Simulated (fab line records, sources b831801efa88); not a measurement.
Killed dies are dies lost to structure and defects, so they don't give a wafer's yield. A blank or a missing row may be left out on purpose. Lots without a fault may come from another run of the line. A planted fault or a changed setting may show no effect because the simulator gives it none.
fab line records | flow sky130 | part 1 of 2: steps 1 to 42 of 43
record lots=6 wafers=18 last_day=50
route steps=708 shown VIA4@648 METAL5@661 PASSIVATION@681 PAD_OPEN@708
lots that met no fault: from a run of the same line without faults
start_h: hours from the record's first day to the start of the lot's first wafer shown | wait_h: hours since the lot's step before | " the same as in the row above | L1.1+2: a row that stands for several wafers | - no value, or no start given | * or withheld: withheld | < > ~ a bound
route shown NAME@n: a module of which the file shows steps, and the number in the route of the first | usual: mean/standard deviation of fault-free wafers | same: alike in all rows | chamber/n: place in a boat | sites: the reading at each site | _std_site: their standard deviation | _edge_site: outer sites' mean less inner sites' | radius_mm: how far each site lies from the wafer's centre | mask NAME#n: copy n | behind: the tool/chamber that last shaped the wafer | hold: why the lot was held/for how many hours/how that ended | device: the transistor (n, p or np) that didn't switch | end of line: the same wafers' tests at the end of the route | a step without rows: its recipe alone | killed: dies lost to structure and defects at the first sort, not the wafer's yield | map: a wafer's dies, x killed, . not, _ none there
set.NAME: the setting as run; set.NAME@STEP: as run at that earlier step | model.NAME: the simulator's own value behind a step, which no gauge read
lots at some steps of the route; a table a step, a row a wafer
services: from which hour (start_h, from the record's first day; less than 0 if before it) a tool's chamber was out of use, for how many hours, and why
## steps
# step SKY_VIA4_PEB_09
# recipe temp_c=withheld time_s=* resist=NOVOLAK
# step SKY_VIA4_DEVELOP_10
# recipe resist=NOVOLAK developer=TMAH develop_time_s=60 dev_temp_c=23
# step SKY_VIA4_OVL_MEAS_11
# usual VIA4_OVL=-1.1/1.3
# columns lot.wafer tool chamber start_h wait_h VIA4_OVL[nm]
L185.1 overlay-02 - 998.85 0.1 -0.3
L185.2 " - " " -0.9
L185.5 " - " " -1.0
L189.2 overlay-01 - 1036.99 0.1 -2.0
L189.5 " - " " -0.6
L189.6 " - " " -3.2
L195.1 overlay-01 - 1073.45 0.1 -3.1
L195.3 " - " " -1.6
L195.5 " - " " -2.8
L196.2 overlay-02 - 1074.69 0.1 2.3
L196.3 " - " " 0.9
L196.4 " - " " 1.3
L206.2 overlay-02 - 1129.99 0.1 1.8
L206.3 " - " " 1.3
L206.5 " - " " 0.1
L207.4 overlay-01 - 1133.27 0.1 -4.0
L207.5 " - " " -2.5
L207.6 " - " " -1.9
# step SKY_VIA4_ETCH_12
# recipe target=SiO2 chemistry=C4F8/O2/Ar stop_on=TiN mask_material=NOVOLAK source_w=1500 bias_w=1200 pressure_mtorr=40 c4f8_flow_sccm=withheld O2_flow_sccm=6 Ar_flow_sccm=300 time_s=withheld target_depth_a=5800
# usual oes_product_au=0.926/0.0051
# columns lot.wafer tool chamber start_h wait_h oes_product_au
L185.1 rie_diel-04 2 998.88 0.0 0.920
L185.2 " 1 " " 0.926
L185.5 " 0 " " 0.927
L189.2 rie_diel-04 3 1037.02 0.0 0.915
L189.5 " 3 " " 0.924
L189.6 " 2 " " 0.927
L195.1 rie_diel-03 3 1073.48 0.0 0.930
L195.3 " 2 " " 0.922
L195.5 " 1 " " 0.929
L196.2 rie_diel-04 1 1074.72 0.0 0.925
L196.3 " 2 " " 0.932
L196.4 " 0 " " 0.926
L206.2 rie_diel-02 2 1130.02 0.0 0.939
L206.3 " 0 " " 0.934
L206.5 " 3 " " 0.928
L207.4 rie_diel-02 0 1133.32 0.0 0.930
L207.5 " 3 " " 0.923
L207.6 " 2 " " 0.923
# step SKY_VIA4_STRIP_13
# recipe chemistry=O2/N2 power_w=1400 pressure_mtorr=1500 platen_temp_c=withheld o2_flow_sccm=3000 n2_flow_sccm=300 overash_fraction=0.5
# step SKY_VIA4_STRIP_14
# recipe chemistry=post_etch_residue_remover time_s=1200 temp_c=72.5
# step SKY_VIA4_CLEAN_15
# recipe chemistry=IPA time_s=180 temp_c=25
# step SKY_VIA4_CLEAN_16
# recipe chemistry=O3/DIW dry=n2_spin
# step SKY_VIA4_SPUTTER_17
# recipe material=TiN target_thk_nm=20 chamber_pressure_pa=5 power_w=4000 time_s=80
# usual throttle_valve_pct=30.0/1.1
# columns lot.wafer tool chamber start_h wait_h throttle_valve_pct
L185.1 pvd_sputter-01 - 999.58 0.0 30.2
L185.2 " - " " 31.5
L185.5 " - " " 30.6
L189.2 pvd_sputter-03 - 1038.13 0.0 28.4
L189.5 " - " " 29.4
L189.6 " - " " 28.6
L195.1 pvd_sputter-02 - 1074.15 0.0 31.6
L195.3 " - " " 29.2
L195.5 " - " " 29.5
L196.2 pvd_sputter-02 - 1075.42 0.0 31.7
L196.3 " - " " 30.5
L196.4 " - " " 29.7
L206.2 pvd_sputter-03 - 1130.72 0.0 29.7
L206.3 " - " " 28.9
L206.5 " - " " 29.8
L207.4 pvd_sputter-03 - 1133.97 0.0 29.6
L207.5 " - " " 30.6
L207.6 " - " " 29.0
# step SKY_VIA4_CVD_18
# recipe material=W target_thk_nm=505 time_s=152.14 temp_c=400 pressure_torr=40
# step SKY_VIA4_RS_MEAS_19
# recipe thk_meas_gauge=four-point-probe reads=W_of_VIA4_CVD_18+TiN_of_VIA4_SPUTTER_17
# usual VIA4_W_RS=0.2263/0.0025
# columns lot.wafer tool chamber start_h wait_h VIA4_W_RS[ohm/sq]
L185.1 film_metro-02 - 999.79 0.1 0.2234
L185.2 " - " " 0.2262
L185.5 " - " " 0.2271
L189.2 film_metro-01 - 1038.36 0.1 0.2225
L189.5 " - " " 0.2231
L189.6 " - " " 0.2237
L195.1 film_metro-01 - 1074.37 0.1 0.2293
L195.3 " - " " 0.2274
L195.5 " - " " 0.2292
L196.2 film_metro-01 - 1075.65 0.1 0.2262
L196.3 " - " " 0.2226
L196.4 " - " " 0.2223
L206.2 film_metro-03 - 1130.95 0.1 0.2266
L206.3 " - " " 0.2301
L206.5 " - " " 0.2292
L207.4 film_metro-02 - 1134.24 0.1 0.2294
L207.5 " - " " 0.2292
L207.6 " - " " 0.2241
# step SKY_VIA4_THK_MEAS_20
# recipe thk_meas_gauge=xrf reads=W_of_VIA4_CVD_18
# usual VIA4_W_THK=496/5.7
# columns lot.wafer tool chamber start_h wait_h VIA4_W_THK[nm]
L185.1 film_metro-02 - 999.91 0.1 500
L185.2 " - " " 496
L185.5 " - " " 496
L189.2 film_metro-01 - 1038.47 0.1 506
L189.5 " - " " 505
L189.6 " - " " 505
L195.1 film_metro-01 - 1074.49 0.1 491
L195.3 " - " " 495
L195.5 " - " " 491
L196.2 film_metro-01 - 1075.76 0.1 497
L196.3 " - " " 503
L196.4 " - " " 507
L206.2 film_metro-03 - 1131.06 0.1 491
L206.3 " - " " 484
L206.5 " - " " 485
L207.4 film_metro-02 - 1134.33 0.1 491
L207.5 " - " " 492
L207.6 " - " " 502
# step SKY_VIA4_CMP_21
# recipe stop_on=SiO2 t_overpolish_s=25 down_force_psi=3.5 platen_rpm=60 target_thk_nm=0 pad_velocity_m_s=0.94248
# usual motor_current_A=10.4/1.5 overpolish_run_s=25.000/0.0087 time_to_endpoint_s=123/4.6
# columns lot.wafer tool chamber start_h wait_h motor_current_A overpolish_run_s time_to_endpoint_s
L185.1 cmp-02 0 1000.02 0.1 8.1 25.015 126
L185.2 " 2 " " 12.1 25.002 119
L185.5 " 0 " " 8.3 24.983 121
L189.2 cmp-01 2 1038.62 0.1 12.4 24.989 125
L189.5 " 0 " " 9.2 24.994 125
L189.6 " 1 " " 10.5 25.005 118
L195.1 cmp-01 1 1074.60 0.1 11.5 24.994 116
L195.3 " 2 " " 12.3 25.010 123
L195.5 " 0 " " 9.4 24.991 116
L196.2 cmp-01 3 1075.81 0.0 9.6 24.992 118
L196.4 " 0 " " 8.7 24.994 117
L196.3 " 1 " " 10.8 24.998 116
L206.3 cmp-02 3 1131.11 0.0 10.7 25.003 112
L206.2 " 0 " " 8.1 25.006 118
L206.5 " 3 " " 10.8 24.991 115
L207.4 cmp-02 1 1134.98 0.6 10.8 25.012 120
L207.6 " 1 " " 11.0 25.006 125
L207.5 " 2 " " 12.1 25.002 119
# step SKY_METAL5_SPUTTER_00
# recipe material=Ti target_thk_nm=15 power_w=3000 time_s=10 chamber_pressure_pa=0.4
# step SKY_METAL5_SPUTTER_01
# recipe material=TiN target_thk_nm=20 power_w=6500 time_s=16.7 chamber_pressure_pa=0.4
# step SKY_METAL5_SPUTTER_02
# recipe material=AlCu target_thk_nm=1150 power_w=10600 time_s=61.2 chamber_pressure_pa=0.4
# step SKY_METAL5_SPUTTER_03
# recipe material=Ti target_thk_nm=5 power_w=3000 time_s=3.3 chamber_pressure_pa=0.4
# step SKY_METAL5_SPUTTER_04
# recipe material=TiN target_thk_nm=70 power_w=6500 time_s=58.3 chamber_pressure_pa=0.4
# step SKY_METAL5_RS_MEAS_05
# recipe thk_meas_gauge=four-point-probe reads=TiN_of_METAL5_SPUTTER_04+Ti_of_METAL5_SPUTTER_03+AlCu_of_METAL5_SPUTTER_02+TiN_of_METAL5_SPUTTER_01+Ti_of_METAL5_SPUTTER_00
# usual METAL5_ALCU_RS=0.02708/0.00022
# columns lot.wafer tool chamber start_h wait_h METAL5_ALCU_RS[ohm/sq]
L185.1 film_metro-04 - 1000.44 0.0 0.02685
L185.2 " - " " 0.02691
L185.5 " - " " 0.02673
L189.2 film_metro-01 - 1039.01 0.0 0.0267
L189.5 " - " " 0.02711
L189.6 " - " " 0.02683
L195.1 film_metro-01 - 1075.01 0.0 0.02709
L195.3 " - " " 0.02704
L195.5 " - " " 0.02702
L196.2 film_metro-01 - 1076.30 0.0 0.02721
L196.3 " - " " 0.0272
L196.4 " - " " 0.02728
L206.2 film_metro-01 - 1131.60 0.0 0.02702
L206.3 " - " " 0.02702
L206.5 " - " " 0.02711
L207.4 film_metro-04 - 1135.51 0.1 0.02694
L207.5 " - " " 0.02684
L207.6 " - " " 0.0269
# step SKY_METAL5_THK_MEAS_06
# recipe thk_meas_gauge=xrf reads=AlCu_of_METAL5_SPUTTER_02
# usual METAL5_ALCU_THK=1114/16
# columns lot.wafer tool chamber start_h wait_h METAL5_ALCU_THK[nm]
L185.1 film_metro-04 - 1000.56 0.1 1115
L185.2 " - " " 1117
L185.5 " - " " 1117
L189.2 film_metro-01 - 1039.12 0.1 1128
L189.5 " - " " 1113
L189.6 " - " " 1122
L195.1 film_metro-01 - 1075.13 0.1 1109
L195.3 " - " " 1104
L195.5 " - " " 1113
L196.2 film_metro-01 - 1076.41 0.1 1101
L196.3 " - " " 1096
L196.4 " - " " 1094
L206.2 film_metro-01 - 1131.71 0.1 1116
L206.3 " - " " 1106
L206.5 " - " " 1108
L207.4 film_metro-04 - 1135.60 0.1 1117
L207.5 " - " " 1121
L207.6 " - " " 1125
# step SKY_METAL5_DEHYDRATE_07
# recipe temp_c=200 time_s=60
# step SKY_METAL5_HMDS_08
# recipe prime_time_s=60 prime_temp_c=120
# step SKY_METAL5_COAT_09
# recipe resist=NOVOLAK spin_rpm=3000 resist_thk_nm=1800
# step SKY_METAL5_SOFTBAKE_10
# recipe temp_c=90 time_s=60 resist=NOVOLAK
# step SKY_METAL5_EXPOSE_11
# recipe mask_id=MM5 na=0.6 source_shape=conventional sigma_outer=0.6 polarization=unpolarized target_cd_nm=1600 dose_mj=190
# step SKY_METAL5_PEB_12
# recipe temp_c=withheld time_s=* resist=NOVOLAK
# step SKY_METAL5_DEVELOP_13
# recipe resist=NOVOLAK developer=TMAH develop_time_s=60 dev_temp_c=23
# step SKY_METAL5_DESCUM_14
# recipe chemistry=O2 source_power_w=150 bias_power_w=0 pressure_mtorr=10 temp_c=40 time_s=11
# step SKY_METAL5_METAL_ETCH_15
# recipe target_depth_a=12600 stop_on=SiO2 over_etch_frac=0.2 time_s=252 chemistry=Cl2/BCl3 resist_sidewall_deg=86 pressure_mtorr=10 icp_w=900 bias_w=48.5 Cl2_flow_sccm=60 bcl3_flow_sccm=30
# step SKY_METAL5_STRIP_16
# recipe chemistry=O2/N2 power_w=1400 pressure_mtorr=1500 platen_temp_c=withheld o2_flow_sccm=3000 n2_flow_sccm=300 overash_fraction=0.5
# usual drypump_motor_current_A=5.9/0.47 oes_product_au=0.711/0.0045 strip_time_to_endpoint_s=13.04/0.13
# columns lot.wafer tool chamber start_h wait_h drypump_motor_current_A oes_product_au rf_hours_counter_h strip_time_to_endpoint_s
L185.1 plasma_asher-01 0 1023.75 0.2 6.8 0.721 30 13.23
L185.2 " 1 " " 5.7 0.713 30 13.24
L185.5 " 1 " " 5.7 0.714 - 13.14
L189.2 plasma_asher-03 1 1060.86 0.2 5.5 0.713 98 13.23
L189.5 " 0 " " 6.1 0.717 - 13.22
L189.6 " 1 " " 5.5 0.715 - 13.22
L195.1 plasma_asher-01 0 1095.56 0.2 6.7 0.712 36 13.21
L195.3 " 0 " " 6.7 0.711 - 13.10
L195.5 " 1 " " 5.7 0.713 - 13.22
L196.2 plasma_asher-01 1 1097.07 0.2 5.8 0.708 36 13.00
L196.3 " 1 " " 5.8 0.712 - 12.92
L196.4 " 0 " " 6.7 0.708 - 12.90
L206.2 plasma_asher-03 1 1150.70 0.2 5.5 0.711 108 13.03
L206.3 " 1 " " 5.5 0.711 - 12.84
L206.5 " 1 " " 5.5 0.708 - 12.91
L207.4 plasma_asher-03 1 1153.70 0.1 5.5 0.707 - 13.09
L207.5 " 1 " " 5.5 0.701 - 13.00
L207.6 " 0 " " 6.1 0.705 - 12.96
# step SKY_METAL5_STRIP_17
# recipe chemistry=post_etch_residue_remover time_s=1200 temp_c=72.5
# step SKY_METAL5_CLEAN_18
# recipe chemistry=IPA time_s=180 temp_c=25
# step SKY_METAL5_CLEAN_19
# recipe chemistry=O3/DIW dry=n2_spin
# step SKY_PASSIVATION_CVD_00
# recipe material=SiO2 target_thk_nm=90 temp_c=400 time_s=withheld rf_w=600
# usual heater_power_w=659/97
# columns lot.wafer tool chamber start_h wait_h heater_power_w
L185.1 pecvd-03 1 1024.41 0.0 742
L185.2 " 0 " " 649
L185.5 " 1 " " 737
L189.2 pecvd-04 1 1061.45 0.0 697
L189.5 " 0 " " 615
L189.6 " 1 " " 725
L195.1 pecvd-04 0 1096.16 0.0 635
L195.3 " 1 " " 646
L195.5 " 1 " " 656
L196.2 pecvd-04 2 1097.70 0.0 531
L196.3 " 0 " " 595
L196.4 " 1 " " 723
L206.2 pecvd-04 2 1151.29 0.0 524
L206.3 " 1 " " 677
L206.5 " 0 " " 702
L207.4 pecvd-03 0 1154.55 0.0 613
L207.5 " 1 " " 840
L207.6 " 2 " " 665
# step SKY_PASSIVATION_THK_MEAS_01
# recipe reads=SiO2_of_PASSIVATION_CVD_00
# usual PASSIVATION_CVD_00_THK=89.9/1.1
# columns lot.wafer tool chamber start_h wait_h PASSIVATION_CVD_00_THK[nm]
L185.1 film_metro-02 - 1024.44 - 89.6
L185.2 " - " " 89.5
L185.5 " - " " 91.2
L189.2 film_metro-04 - 1061.48 - 89.2
L189.5 " - " " 90.3
L189.6 " - " " 90.3
L195.1 film_metro-03 - 1096.18 - 89.6
L195.3 " - " " 89.4
L195.5 " - " " 90.2
L196.2 film_metro-04 - 1097.74 - 90.4
L196.3 " - " " 89.4
L196.4 " - " " 89.9
L206.2 film_metro-04 - 1151.32 - 89.8
L206.3 " - " " 89.7
L206.5 " - " " 90.2
L207.4 film_metro-04 - 1154.59 - 90.4
L207.5 " - " " 90.5
L207.6 " - " " 91.6
# step SKY_PASSIVATION_CVD_02
# recipe material=Si3N4 target_thk_nm=540 temp_c=400 time_s=withheld rf_w=450
# usual heater_power_w=751/91
# columns lot.wafer tool chamber start_h wait_h heater_power_w
L185.1 pecvd-01 0 1024.50 0.1 882
L185.2 " 2 " " 815
L185.5 " 2 " " 799
L189.2 pecvd-01 0 1061.53 0.0 872
L189.5 " 2 " " 836
L189.6 " 0 " " 704
L195.1 pecvd-03 1 1096.24 0.1 772
L195.3 " 2 " " 752
L195.5 " 1 " " 797
L196.2 pecvd-03 0 1097.79 0.0 700
L196.3 " 2 " " 805
L196.4 " 0 " " 697
L206.2 pecvd-03 2 1151.37 0.0 701
L206.3 " 1 " " 818
L206.5 " 2 " " 731
L207.4 pecvd-01 0 1154.73 0.1 704
L207.5 " 2 " " 829
L207.6 " 1 " " 707
# step SKY_PASSIVATION_THK_MEAS_03
# recipe reads=Si3N4_of_PASSIVATION_CVD_02
# usual PASSIVATION_CVD_02_THK=541/6.6
# columns lot.wafer tool chamber start_h wait_h PASSIVATION_CVD_02_THK[nm]
L185.1 film_metro-02 - 1024.72 - 535
L185.2 " - " " 535
L185.5 " - " " 544
L189.2 film_metro-03 - 1061.77 - 531
L189.5 " - " " 550
L189.6 " - " " 547
L195.1 film_metro-04 - 1096.46 - 532
L195.3 " - " " 540
L195.5 " - " " 538
L196.2 film_metro-04 - 1098.02 - 546
L196.3 " - " " 543
L196.4 " - " " 550
L206.2 film_metro-02 - 1151.61 - 538
L206.3 " - " " 530
L206.5 " - " " 544
L207.4 film_metro-02 - 1154.87 - 542
L207.5 " - " " 540
L207.6 " - " " 548
# step SKY_PASSIVATION_DEHYDRATE_04
# recipe temp_c=200 time_s=60
# step SKY_PASSIVATION_HMDS_05
# recipe prime_time_s=60 prime_temp_c=120
# step SKY_PASSIVATION_COAT_06
# recipe spin_rpm=2000 resist_thk_nm=3000
# step SKY_PASSIVATION_SOFTBAKE_07
# recipe temp_c=110 time_s=withheld
# step SKY_PASSIVATION_EXPOSE_08
# recipe mask_id=NSM target_cd_nm=3000 na=0.57 dose_mj=260
